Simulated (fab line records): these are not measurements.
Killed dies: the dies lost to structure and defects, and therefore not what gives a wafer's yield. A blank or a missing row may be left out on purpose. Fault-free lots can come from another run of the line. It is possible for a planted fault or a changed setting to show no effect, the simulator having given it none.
fab line records + flow sky130
record
- lots=5
- wafers=15
- last-day=50
route steps=708 shown POLY_CUT@312 SD_P@320 PAD_OPEN@708
lots that met no fault: taken from a fault-free run of the same line
start-h: hours from the record's opening day to when the first of the lot's shown wafers began + wait-h: hours elapsed since this lot's preceding step + " identical to the entry in the row above + L1.1+2: one row covering several wafers at once + - no value, or no start given + * or withheld: withheld + < > ~ a bound
route shown NAME@n: NAME is a module with steps in the file, n the number in the route of the first one + usual: mean/standard deviation of fault-free wafers + same: alike in all rows + chamber/n: place in a boat + sites: readings site by site + _std_site: the values' standard deviation + _edge_site: mean of outer sites minus mean of inner sites + radius-mm: for every site, how far away it sits from the centre of the wafer + mask NAME#n: copy n + behind: the last tool/chamber to shape the wafer + hold: the reason the lot was held/the length of the hold in hours/how it ended + device: which transistor (n, p or np) failed to switch + end of line: tests run on the same wafers once the route is complete + a step without rows: its recipe alone + killed: the dies lost at the first sort to structure and to defects; this is not the yield of the wafer + map: a wafer's dies, marking killed ones x, the rest . and places with no die _
set.NAME: the setting that was run; set.NAME@STEP: the one run at that earlier step + model.NAME: the simulator's own value behind a step, which no gauge read
lots at some steps of the route; a table a step, a row a wafer
services: from which hour (start-h, from the record's first day; less than 0 if before it) a tool's chamber was out of use, for how many hours, and why
## steps
# step SKY_POLY_CUT_EXPOSE_05
# recipe
- mask-id=NPCM
- na=0.8
- source-shape=annular
- sigma-inner=0.55
- sigma-outer=0.85
- target-cd-nm=270
- dose-mj=32
# step SKY_POLY_CUT_PEB_06
# recipe
- peb-temp-c=withheld
- peb-time-s=withheld
- resist=KrF-thick
# step SKY_POLY_CUT_DEVELOP_07
# recipe
- develop-time-s=60
- resist=KrF-thick
- dev-temp-c=21
# step SKY_POLY_CUT_CD_MEAS_08
# recipe
- target-cd-nm=270
# usual
- cd-nm=269.9/1.6
| lot.wafer | tool      | chamber | start-h | wait-h | cd-nm |
|-----------|-----------|---------|---------|--------|-------|
| L488.1    | cd-sem-01 | -       | 595.93  | -      | 269.4 |
| L488.2    | "         | -       | "       | "      | 269.9 |
| L488.3    | "         | -       | "       | "      | 270.7 |
| L496.1    | cd-sem-02 | -       | 661.33  | -      | 268.3 |
| L496.3    | "         | -       | "       | "      | 267.1 |
| L496.6    | "         | -       | "       | "      | 270.5 |
| L504.3    | cd-sem-02 | -       | 719.67  | -      | 270.0 |
| L504.5    | "         | -       | "       | "      | 269.3 |
| L504.6    | "         | -       | "       | "      | 269.9 |
| L507.1    | cd-sem-02 | -       | 743.88  | -      | 267.8 |
| L507.3    | "         | -       | "       | "      | 269.2 |
| L507.6    | "         | -       | "       | "      | 270.4 |
| L508.1    | cd-sem-01 | -       | 745.53  | -      | 269.2 |
| L508.2    | "         | -       | "       | "      | 269.5 |
| L508.6    | "         | -       | "       | "      | 269.4 |
# step SKY_POLY_CUT_OVL_MEAS_09
# usual
- POLY_CUT_OVL=0/5
| lot.wafer | tool       | chamber | start-h | wait-h | POLY_CUT_OVL[nm] |
|-----------|------------|---------|---------|--------|------------------|
| L488.1    | overlay-02 | -       | 596.05  | 0.1    | -2               |
| L488.2    | "          | -       | "       | "      | -2               |
| L488.3    | "          | -       | "       | "      | 1                |
| L496.1    | overlay-02 | -       | 661.45  | 0.1    | -1               |
| L496.3    | "          | -       | "       | "      | -8               |
| L496.6    | "          | -       | "       | "      | 2                |
| L504.3    | overlay-02 | -       | 719.76  | 0.1    | 3                |
| L504.5    | "          | -       | "       | "      | 1                |
| L504.6    | "          | -       | "       | "      | 0                |
| L507.1    | overlay-01 | -       | 744.00  | 0.1    | -2               |
| L507.3    | "          | -       | "       | "      | 6                |
| L507.6    | "          | -       | "       | "      | 4                |
| L508.1    | overlay-02 | -       | 745.65  | 0.1    | -4               |
| L508.2    | "          | -       | "       | "      | -6               |
| L508.6    | "          | -       | "       | "      | 0                |
# step SKY_POLY_CUT_ETCH_10
# recipe
- chemistry=N2/H2
- target=BARC
- ion-energy-ev=200
- source-w=500
- bias-w=100
- pressure-mtorr=30
- n2-flow-sccm=100
- h2-flow-sccm=200
- stop-on=SiO2
- time-s=45.9
- target-depth-a=600
# usual
- drypump-motor-current-A=5.9/0.45
- oes-product-au=0.855/0.0046
- throttle-valve-pct=13.224/0.0098
| lot.wafer | tool        | chamber | start-h | wait-h | drypump-motor-current-A | oes-product-au | rf-hours-counter-h | throttle-valve-pct |
|-----------|-------------|---------|---------|--------|-------------------------|----------------|--------------------|--------------------|
| L488.1    | rie-diel-01 | 0       | 596.08  | 0.0    | 5.8                     | 0.851          | 7                  | 13.237             |
| L488.2    | "           | 3       | "       | "      | 5.2                     | 0.851          | 9                  | 13.212             |
| L488.3    | "           | 2       | "       | "      | 6.1                     | 0.859          | 28                 | 13.212             |
| L496.1    | rie-diel-02 | 1       | 661.48  | 0.0    | 6.5                     | 0.855          | 0                  | 13.233             |
| L496.3    | "           | 2       | "       | "      | 6.2                     | 0.853          | 57                 | 13.226             |
| L496.6    | "           | 0       | "       | "      | 5.9                     | 0.852          | -                  | 13.238             |
| L504.3    | rie-diel-01 | 0       | 719.78  | 0.0    | 5.8                     | 0.852          | 10                 | 13.228             |
| L504.5    | "           | 0       | "       | "      | 5.8                     | 0.858          | -                  | 13.238             |
| L504.6    | "           | 3       | "       | "      | 5.2                     | 0.851          | -                  | 13.221             |
| L507.1    | rie-diel-02 | 1       | 744.03  | 0.0    | 6.5                     | 0.853          | 2                  | 13.218             |
| L507.3    | "           | 3       | "       | "      | 5.2                     | 0.850          | 4                  | 13.223             |
| L507.6    | "           | 3       | "       | "      | 5.2                     | 0.861          | -                  | 13.207             |
| L508.1    | rie-diel-04 | 3       | 745.68  | 0.0    | 6.0                     | 0.855          | 8                  | 13.221             |
| L508.2    | "           | 2       | "       | "      | 5.4                     | 0.862          | 9                  | 13.213             |
| L508.6    | "           | 3       | "       | "      | 6.0                     | 0.850          | -                  | 13.251             |
# step SKY_POLY_CUT_ETCH_11
# recipe
- target=Si3N4
- chemistry=CF4/CH2F2/Ar
- stop-on=poly-Si
- source-w=600
- bias-w=144.6
- pressure-mtorr=40
- cf4-flow-sccm=40
- ch2f2-flow-sccm=20
- Ar_flow_sccm=150
- time-s=42.5
- target-depth-a=600
# usual
- drypump-motor-current-A=5.9/0.46
- oes-product-au=0.830/0.0055
- throttle-valve-pct=14.996/0.0094
| lot.wafer | tool        | chamber | start-h | wait-h | drypump-motor-current-A | oes-product-au | rf-hours-counter-h | throttle-valve-pct |
|-----------|-------------|---------|---------|--------|-------------------------|----------------|--------------------|--------------------|
| L488.1    | rie-diel-01 | 0       | 596.13  | 0.0    | 5.8                     | 0.834          | 7                  | 14.986             |
| L488.2    | "           | 3       | "       | "      | 5.2                     | 0.823          | 9                  | 14.987             |
| L488.3    | "           | 2       | "       | "      | 6.1                     | 0.831          | 28                 | 14.994             |
| L496.1    | rie-diel-02 | 1       | 661.52  | 0.0    | 6.5                     | 0.823          | 0                  | 15.006             |
| L496.3    | "           | 2       | "       | "      | 6.2                     | 0.837          | 57                 | 14.993             |
| L496.6    | "           | 0       | "       | "      | 5.8                     | 0.838          | -                  | 15.013             |
| L504.3    | rie-diel-01 | 0       | 719.82  | 0.0    | 5.8                     | 0.829          | 10                 | 14.987             |
| L504.5    | "           | 0       | "       | "      | 5.8                     | 0.821          | -                  | 14.996             |
| L504.6    | "           | 3       | "       | "      | 5.2                     | 0.834          | -                  | 14.989             |
| L507.1    | rie-diel-02 | 1       | 744.08  | 0.0    | 6.5                     | 0.829          | 2                  | 15.003             |
| L507.3    | "           | 3       | "       | "      | 5.2                     | 0.827          | 4                  | 15.008             |
| L507.6    | "           | 3       | "       | "      | 5.2                     | 0.829          | -                  | 14.991             |
| L508.1    | rie-diel-04 | 3       | 745.72  | 0.0    | 6.0                     | 0.827          | 8                  | 15.004             |
| L508.2    | "           | 2       | "       | "      | 5.3                     | 0.831          | 9                  | 15.000             |
| L508.6    | "           | 3       | "       | "      | 6.0                     | 0.823          | -                  | 14.983             |
# step SKY_POLY_CUT_STRIP_12
# recipe
- chemistry=O2/N2
- power-w=1400
- pressure-mtorr=1500
- platen-temp-c=withheld
- o2-flow-sccm=3000
- n2-flow-sccm=300
- overash-fraction=0.5
# usual
- drypump-motor-current-A=5.4/0.44
- oes-product-au=0.453/0.0043
- strip-time-to-endpoint-s=5.362/0.019
| lot.wafer | tool            | chamber | start-h | wait-h | drypump-motor-current-A | oes-product-au | rf-hours-counter-h | strip-time-to-endpoint-s |
|-----------|-----------------|---------|---------|--------|-------------------------|----------------|--------------------|--------------------------|
| L488.1    | plasma-asher-04 | 0       | 596.17  | 0.0    | 5.4                     | 0.452          | 16                 | 5.362                    |
| L488.2    | "               | 1       | "       | "      | 5.8                     | 0.459          | 16                 | 5.385                    |
| L488.3    | "               | 1       | "       | "      | 5.8                     | 0.452          | -                  | 5.401                    |
| L496.1    | plasma-asher-02 | 0       | 661.56  | 0.0    | 5.5                     | 0.447          | 82                 | 5.382                    |
| L496.3    | "               | 0       | "       | "      | 5.5                     | 0.456          | -                  | 5.369                    |
| L496.6    | "               | 0       | "       | "      | 5.5                     | 0.455          | -                  | 5.355                    |
| L504.3    | plasma-asher-02 | 1       | 719.90  | 0.1    | 4.8                     | 0.451          | -                  | 5.354                    |
| L504.5    | "               | 0       | "       | "      | 5.4                     | 0.456          | -                  | 5.349                    |
| L504.6    | "               | 1       | "       | "      | 4.8                     | 0.453          | -                  | 5.332                    |
| L507.1    | plasma-asher-02 | 0       | 744.12  | 0.0    | 5.4                     | 0.453          | 90                 | 5.354                    |
| L507.3    | "               | 1       | "       | "      | 4.8                     | 0.447          | -                  | 5.380                    |
| L507.6    | "               | 0       | "       | "      | 5.4                     | 0.445          | -                  | 5.391                    |
| L508.1    | plasma-asher-03 | 1       | 745.76  | 0.0    | 5.4                     | 0.451          | 64                 | 5.343                    |
| L508.2    | "               | 0       | "       | "      | 6.2                     | 0.449          | 64                 | 5.338                    |
| L508.6    | "               | 0       | "       | "      | 6.2                     | 0.448          | -                  | 5.344                    |
# step SKY_SD_P_DEHYDRATE_00
# recipe
- temp-c=200
- time-s=60
# step SKY_SD_P_HMDS_01
# recipe
- prime-time-s=60
- prime-temp-c=120
# step SKY_SD_P_COAT_02
# recipe
- resist=NOVOLAK
- spin-rpm=3000
- resist-thk-nm=1140
# step SKY_SD_P_SOFTBAKE_03
# recipe
- temp-c=90
- time-s=60
- resist=NOVOLAK
# step SKY_SD_P_EXPOSE_04
# recipe
- mask-id=PSDM
- na=0.6
- source-shape=conventional
- sigma-outer=0.6
- polarization=unpolarized
- target-cd-nm=380
- dose-mj=138
| lot.wafer  | tool             | chamber | start-h | wait-h | mask    |
|------------|------------------|---------|---------|--------|---------|
| L488.1+2+3 | iline-stepper-02 | 0       | 610.53  | -      | PSDM#0  |
| L496.1+3+6 | iline-stepper-01 | 0       | 675.93  | -      | LDNTM#0 |
| L504.3+5+6 | iline-stepper-02 | 0       | 733.58  | -      | PSDM#0  |
| L507.1+3+6 | iline-stepper-02 | 0       | 757.58  | -      | PSDM#0  |
| L508.1+2+6 | iline-stepper-01 | 0       | 759.70  | -      | PSDM#0  |
# step SKY_SD_P_PEB_05
# recipe
- temp-c=withheld
- time-s=*
- resist=NOVOLAK
# step SKY_SD_P_DEVELOP_06
# recipe
- resist=NOVOLAK
- developer=TMAH
- develop-time-s=60
- dev-temp-c=23
# step SKY_SD_P_CD_MEAS_07
# recipe
- target-cd-nm=380
# usual
- cd-nm=380.0/2.5
| lot.wafer | tool      | chamber | start-h | wait-h | cd-nm |
|-----------|-----------|---------|---------|--------|-------|
| L488.1    | cd-sem-01 | -       | 625.08  | 0.1    | 377.4 |
| L488.2    | "         | -       | "       | "      | 377.4 |
| L488.3    | "         | -       | "       | "      | 375.6 |
| L496.1    | cd-sem-02 | -       | 689.88  | 0.1    | -     |
| L496.3    | "         | -       | "       | "      | -     |
| L496.6    | "         | -       | "       | "      | -     |
| L504.3    | cd-sem-01 | -       | 747.42  | 0.1    | 379.9 |
| L504.5    | "         | -       | "       | "      | 383.4 |
| L504.6    | "         | -       | "       | "      | 379.7 |
| L507.1    | cd-sem-02 | -       | 771.13  | 0.1    | 376.8 |
| L507.3    | "         | -       | "       | "      | 376.6 |
| L507.6    | "         | -       | "       | "      | 380.0 |
| L508.1    | cd-sem-01 | -       | 773.22  | 0.1    | 378.2 |
| L508.2    | "         | -       | "       | "      | 376.1 |
| L508.6    | "         | -       | "       | "      | 381.1 |
# step SKY_SD_P_OVL_MEAS_08
# usual
- SD_P_OVL=0.0/1.5
| lot.wafer | tool       | chamber | start-h | wait-h | SD_P_OVL[nm] |
|-----------|------------|---------|---------|--------|--------------|
| L488.1    | overlay-01 | -       | 625.20  | 0.1    | 2.3          |
| L488.2    | "          | -       | "       | "      | 2.0          |
| L488.3    | "          | -       | "       | "      | 2.9          |
| L496.1    | overlay-01 | -       | 690.00  | 0.1    | -            |
| L496.3    | "          | -       | "       | "      | -            |
| L496.6    | "          | -       | "       | "      | -            |
| L504.3    | overlay-01 | -       | 747.51  | 0.1    | -1.0         |
| L504.5    | "          | -       | "       | "      | -0.4         |
| L504.6    | "          | -       | "       | "      | 0.5          |
| L507.1    | overlay-01 | -       | 771.25  | 0.1    | -0.2         |
| L507.3    | "          | -       | "       | "      | -0.3         |
| L507.6    | "          | -       | "       | "      | -0.9         |
| L508.1    | overlay-02 | -       | 773.34  | 0.1    | 0.0          |
| L508.2    | "          | -       | "       | "      | 0.3          |
| L508.6    | "          | -       | "       | "      | 0.5          |
# step SKY_SD_P_IMPLANT_09
# recipe
- species=BF2
- energy-kev=20
- dose-cm2=3.022e+15
- tilt-deg=0
# step SKY_SD_P_STRIP_10
# recipe
- chemistry=O2/N2
- power-w=1400
- pressure-mtorr=1500
- platen-temp-c=withheld
- o2-flow-sccm=3000
- n2-flow-sccm=300
- overash-fraction=0.5
# usual
- drypump-motor-current-A=5.9/0.37
- oes-product-au=0.618/0.0045
- strip-time-to-endpoint-s=17.51/0.047
| lot.wafer | tool            | chamber | start-h | wait-h | drypump-motor-current-A | oes-product-au | rf-hours-counter-h | strip-time-to-endpoint-s |
|-----------|-----------------|---------|---------|--------|-------------------------|----------------|--------------------|--------------------------|
| L488.1    | plasma-asher-04 | 0       | 625.38  | 0.1    | 5.4                     | 0.617          | 19                 | 17.53                    |
| L488.2    | "               | 1       | "       | "      | 5.8                     | 0.619          | 19                 | 17.50                    |
| L488.3    | "               | 1       | "       | "      | 5.8                     | 0.616          | -                  | 17.51                    |
| L496.1    | plasma-asher-04 | 0       | 690.19  | 0.1    | 5.5                     | 0.621          | 26                 | 17.48                    |
| L496.3    | "               | 1       | "       | "      | 5.8                     | 0.615          | -                  | 17.48                    |
| L496.6    | "               | 1       | "       | "      | 5.8                     | 0.622          | -                  | 17.50                    |
| L504.3    | plasma-asher-01 | 0       | 747.72  | 0.1    | 6.3                     | 0.617          | -                  | 17.49                    |
| L504.5    | "               | 0       | "       | "      | 6.3                     | 0.616          | -                  | 17.46                    |
| L504.6    | "               | 1       | "       | "      | 6.1                     | 0.625          | -                  | 17.50                    |
| L507.1    | plasma-asher-04 | 1       | 771.44  | 0.1    | 5.8                     | 0.617          | 34                 | 17.62                    |
| L507.3    | "               | 0       | "       | "      | 5.4                     | 0.613          | -                  | 17.55                    |
| L507.6    | "               | 0       | "       | "      | 5.4                     | 0.620          | -                  | 17.55                    |
| L508.1    | plasma-asher-03 | 0       | 773.52  | 0.1    | 6.2                     | 0.618          | 67                 | 17.57                    |
| L508.2    | "               | 1       | "       | "      | 5.4                     | 0.613          | 67                 | 17.54                    |
| L508.6    | "               | 0       | "       | "      | 6.2                     | 0.617          | -                  | 17.57                    |
# step SKY_SD_P_TW_MEAS_11
# usual
- SD_P_TW=2845/33
| lot.wafer | tool          | chamber | start-h | wait-h | hold                     | SD_P_TW |
|-----------|---------------|---------|---------|--------|--------------------------|---------|
| L488.1    | film-metro-04 | -       | 625.48  | 0.1    | -                        | 2875    |
| L488.2    | "             | -       | "       | "      | -                        | 2873    |
| L488.3    | "             | -       | "       | "      | -                        | 2877    |
| L496.1    | film-metro-03 | -       | 690.29  | 0.1    | await-dispo/0.2h/release | 30      |
| L496.3    | "             | -       | "       | "      | await-dispo/0.2h/release | 30      |
| L496.6    | "             | -       | "       | "      | await-dispo/0.2h/release | 30      |
| L496.1    | film-metro-03 | -       | 690.52  | 0.2    | -                        | 30      |
| L496.3    | "             | -       | "       | "      | -                        | 30      |
| L496.6    | "             | -       | "       | "      | -                        | 30      |
| L504.3    | film-metro-04 | -       | 747.80  | 0.1    | -                        | 2858    |
| L504.5    | "             | -       | "       | "      | -                        | 2856    |
| L504.6    | "             | -       | "       | "      | -                        | 2863    |
| L507.1    | film-metro-04 | -       | 771.54  | 0.1    | -                        | 2880    |
| L507.3    | "             | -       | "       | "      | -                        | 2861    |
| L507.6    | "             | -       | "       | "      | -                        | 2884    |
| L508.1    | film-metro-03 | -       | 773.62  | 0.1    | -                        | 2833    |
| L508.2    | "             | -       | "       | "      | -                        | 2822    |
| L508.6    | "             | -       | "       | "      | -                        | 2831    |
# step SKY_PAD_OPEN_PROBE_99
# usual
- defect-limited-yield=82.9/1.8
- killed_at_M0_to_M3=42/7.2
- killed_at_M4_up=3.2/1.8
- killed-at-contacts=24/5.4
- killed-at-front-end=15/4
- killed-at-other=0.3/0.59
- killed-dies=84/9
- killed-open=46/7.1
- killed-short=38/6
- sort_bin_3_pad_short=0.8/0.41
- sort_bin_5_function=10.1/1.3
- sort_bin_6_memory=6.3/1.2
- sort-n-pass=408/9
- sort-yield-pct=82.9/1.8
# same
- gross-dies=492
- killed-at-back-side=0
- sort_bin_4_leakage[%]=0
- sort_bin_8_speed[%]=0
| lot.wafer | tool      | chamber | start-h | wait-h | defect-limited-yield[%] | killed_at_M0_to_M3 | killed_at_M4_up | killed-at-contacts | killed-at-front-end | killed-at-other | killed-dies | killed-open | killed-short | sort_bin_3_pad_short[%] | sort_bin_5_function[%] | sort_bin_6_memory[%] | sort-n-pass | sort-yield-pct[%] |
|-----------|-----------|---------|---------|--------|-------------------------|--------------------|-----------------|--------------------|---------------------|-----------------|-------------|-------------|--------------|-------------------------|------------------------|----------------------|-------------|-------------------|
| L488.1    | prober-02 | -       | 1108.44 | 0.1    | 84.1                    | 36                 | 2               | 21                 | 19                  | 0               | 78          | 35          | 43           | 1.4                     | 9.8                    | 4.7                  | 414         | 84.1              |
| L488.2    | prober-02 | -       | 1108.49 | 0.1    | 82.5                    | 48                 | 6               | 24                 | 8                   | 0               | 86          | 42          | 44           | 1.4                     | 10.4                   | 5.7                  | 406         | 82.5              |
| L488.3    | prober-02 | -       | 1108.54 | 0.2    | 84.6                    | 47                 | 2               | 14                 | 13                  | 0               | 76          | 38          | 38           | 0                       | 10.2                   | 5.3                  | 416         | 84.6              |
| L504.3    | prober-02 | -       | 1182.91 | 0.2    | 81.3                    | 45                 | 2               | 29                 | 14                  | 2               | 92          | 61          | 30           | 0.6                     | 10.6                   | 7.5                  | 400         | 81.3              |
| L504.5    | prober-02 | -       | 1183.01 | 0.2    | 84.1                    | 38                 | 5               | 26                 | 9                   | 0               | 78          | 39          | 39           | 0.2                     | 9.3                    | 6.3                  | 414         | 84.1              |
| L504.6    | prober-02 | -       | 1183.06 | 0.2    | 84.3                    | 34                 | 6               | 19                 | 18                  | 0               | 77          | 41          | 36           | 0.4                     | 8.5                    | 6.7                  | 415         | 84.3              |
| L507.1    | prober-01 | -       | 1197.27 | 0.1    | 83.1                    | 44                 | 5               | 17                 | 17                  | 0               | 83          | 44          | 39           | 1.2                     | 8.1                    | 7.5                  | 409         | 83.1              |
| L507.3    | prober-01 | -       | 1197.37 | 0.2    | 79.7                    | 42                 | 2               | 38                 | 18                  | 0               | 100         | 49          | 50           | 0.8                     | 12.4                   | 7.1                  | 392         | 79.7              |
| L507.6    | prober-01 | -       | 1197.52 | 0.2    | 80.9                    | 43                 | 3               | 33                 | 15                  | 0               | 94          | 52          | 42           | 1.0                     | 11.8                   | 6.3                  | 398         | 80.9              |
| L508.1    | prober-02 | -       | 1199.96 | 0.1    | 81.5                    | 45                 | 4               | 22                 | 20                  | 0               | 91          | 54          | 37           | 0.4                     | 11.0                   | 7.1                  | 401         | 81.5              |
| L508.2    | prober-02 | -       | 1200.01 | 0.1    | 82.1                    | 50                 | 2               | 29                 | 7                   | 0               | 88          | 59          | 28           | 0.8                     | 9.3                    | 7.7                  | 404         | 82.1              |
| L508.6    | prober-02 | -       | 1200.21 | 0.2    | 80.9                    | 51                 | 6               | 28                 | 9                   | 0               | 94          | 55          | 39           | 1.2                     | 11.8                   | 6.1                  | 398         | 80.9              |
# killed by level:class
L488.1 CONTACT:geometric-particle:open=8 VIA3:geometric-particle:open=8 CONTACT:geometric-particle:short=7 FIELD_ISO:geometric-particle:open=6 METAL2:geometric-particle:short=6 METAL3:geometric-particle:short=5 VIA1:geometric-particle:open=5 FIELD_ISO:geometric-particle:short=4
L488.2 CONTACT:geometric-particle:open=8 METAL1:geometric-particle:short=8 VIA1:geometric-particle:open=8 METAL2:geometric-particle:short=8 VIA3:geometric-particle:open=6 CONTACT:geometric-particle:short=6 LI_CONTACT:geometric-particle:open=6 VIA2:geometric-particle:open=6
L488.3 VIA1:geometric-particle:open=14 METAL1:geometric-particle:short=6 METAL2:geometric-particle:short=6 LOCAL_INTERCONNECT:geometric-particle:short=5 FIELD_ISO:geometric-particle:open=4 VIA3:geometric-particle:open=4 CONTACT:geometric-particle:open=4 VIA1:geometric-particle:short=4
L504.3 VIA3:geometric-particle:open=12 VIA1:geometric-particle:open=11 LI_CONTACT:geometric-particle:open=10 CONTACT:geometric-particle:open=9 VIA2:geometric-particle:open=6 LOCAL_INTERCONNECT:geometric-particle:short=5 VIA1:geometric-particle:short=5 FIELD_ISO:geometric-particle:open=4
L504.5 CONTACT:geometric-particle:open=12 VIA1:geometric-particle:open=7 VIA1:geometric-particle:short=5 VIA2:geometric-particle:open=5 FIELD_ISO:geometric-particle:short=4 LI_CONTACT:geometric-particle:open=4 LOCAL_INTERCONNECT:geometric-particle:short=4 METAL1:geometric-particle:short=4
L504.6 VIA1:geometric-particle:open=8 CONTACT:geometric-particle:open=7 VIA3:geometric-particle:open=7 METAL1:geometric-particle:short=5 FIELD_ISO:geometric-particle:open=4 FIELD_ISO:geometric-particle:short=4 POLY_GATE:geometric-particle:short=4 LOCAL_INTERCONNECT:geometric-particle:short=4
L507.1 VIA1:geometric-particle:open=10 VIA3:geometric-particle:open=9 METAL2:geometric-particle:short=7 FIELD_ISO:geometric-particle:open=6 CONTACT:geometric-particle:short=6 FIELD_ISO:geometric-particle:short=5 VIA2:geometric-particle:open=5 LI_CONTACT:geometric-particle:open=5
L507.3 CONTACT:geometric-particle:open=15 VIA1:geometric-particle:open=9 VIA1:geometric-particle:short=7 LI_CONTACT:geometric-particle:short=7 LI_CONTACT:geometric-particle:open=7 METAL2:geometric-particle:short=6 LOCAL_INTERCONNECT:geometric-particle:short=6 VIA2:geometric-particle:open=6
L507.6 LI_CONTACT:geometric-particle:open=10 CONTACT:geometric-particle:open=9 METAL2:geometric-particle:short=8 FIELD_ISO:geometric-particle:open=6 LOCAL_INTERCONNECT:geometric-particle:short=6 VIA1:geometric-particle:open=6 VIA3:geometric-particle:open=6 VIA2:geometric-particle:open=5
L508.1 VIA1:geometric-particle:open=12 FIELD_ISO:geometric-particle:short=9 LI_CONTACT:geometric-particle:open=9 CONTACT:geometric-particle:open=9 VIA3:geometric-particle:open=8 METAL1:geometric-particle:short=5 VIA2:geometric-particle:open=5 FIELD_ISO:geometric-particle:open=4
L508.2 CONTACT:geometric-particle:open=17 VIA1:geometric-particle:open=14 VIA3:geometric-particle:open=11 VIA2:geometric-particle:open=6 METAL1:geometric-particle:short=5 CONTACT:geometric-particle:short=5 METAL2:geometric-particle:short=4 LI_CONTACT:geometric-particle:open=3
L508.6 VIA3:geometric-particle:open=15 LI_CONTACT:geometric-particle:open=10 CONTACT:geometric-particle:open=8 VIA1:geometric-particle:open=7 METAL4:geometric-particle:short=5 CONTACT:geometric-particle:short=5 METAL1:geometric-particle:short=5 VIA2:geometric-particle:open=5
## services
| tool             | chamber | start-h | hours | kind           |
|------------------|---------|---------|-------|----------------|
| rie-diel-02      | 3       | 573.13  | -     | clean          |
| rie-diel-02      | 3       | 573.13  | 15.8  | scheduled-down |
| iline-stepper-01 | -       | 596.31  | 8.9   | pm             |
| rie-diel-04      | -       | 606.08  | 14.6  | pm             |
| rie-diel-02      | -       | 607.87  | 1.0   | repair         |
| plasma-asher-01  | -       | 615.56  | 0.8   | repair         |
| rie-diel-02      | 3       | 619.91  | 10.2  | repair         |
| plasma-asher-01  | -       | 622.96  | 10.0  | pm             |
| iline-stepper-02 | -       | 624.31  | 1.7   | pm             |
| iline-stepper-02 | -       | 629.79  | 1.5   | repair         |
| rie-diel-02      | 3       | 638.04  | 9.2   | repair         |
| rie-diel-04      | 1       | 650.34  | 5.6   | repair         |
| plasma-asher-01  | -       | 653.28  | 2.2   | repair         |
| rie-diel-02      | 3       | 659.28  | 6.3   | repair         |
| iline-stepper-01 | -       | 662.04  | 1.7   | pm             |
| rie-diel-04      | -       | 669.53  | 1.6   | repair         |
| plasma-asher-01  | -       | 671.20  | 1.5   | repair         |
| plasma-asher-03  | -       | 671.43  | 0.4   | repair         |
| rie-diel-04      | 2       | 689.74  | 10.1  | repair         |
| iline-stepper-02 | -       | 714.51  | 2.4   | repair         |
| plasma-asher-02  | -       | 717.55  | 2.3   | repair         |
| plasma-asher-01  | -       | 733.75  | 9.0   | pm             |
| rie-diel-04      | 3       | 734.18  | 3.0   | repair         |
| plasma-asher-01  | -       | 771.67  | 46.2  | repair         |
## key
first-sign
- step=SKY_SD_P_EXPOSE_04
- reading=mask
- direction=changed
effect
- step=SKY_SD_P_CD_MEAS_07
- reading=cd-nm
- direction=missing
effect
- step=SKY_SD_P_OVL_MEAS_08
- reading=SD_P_OVL
- direction=missing
effect
- step=SKY_SD_P_TW_MEAS_11
- reading=visit
- direction=added
effect
- step=SKY_SD_P_TW_MEAS_11
- reading=SD_P_TW
- direction=down
- sigmas=86
- usual=2845
- struck=30
met-at SKY_SD_P_EXPOSE_04
struck-wafers L496.1,L496.3,L496.6
scrapped-behind SKY_SD_P_TW_MEAS_11 L496.1,L496.3,L496.6
fault
- kind=wrong-mask
- tool=any
- chamber=-
- onset-h=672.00
- steps=SKY_SD_P_EXPOSE_04
- aux-copy=LDNTM#0
- scope=struck-lots-only
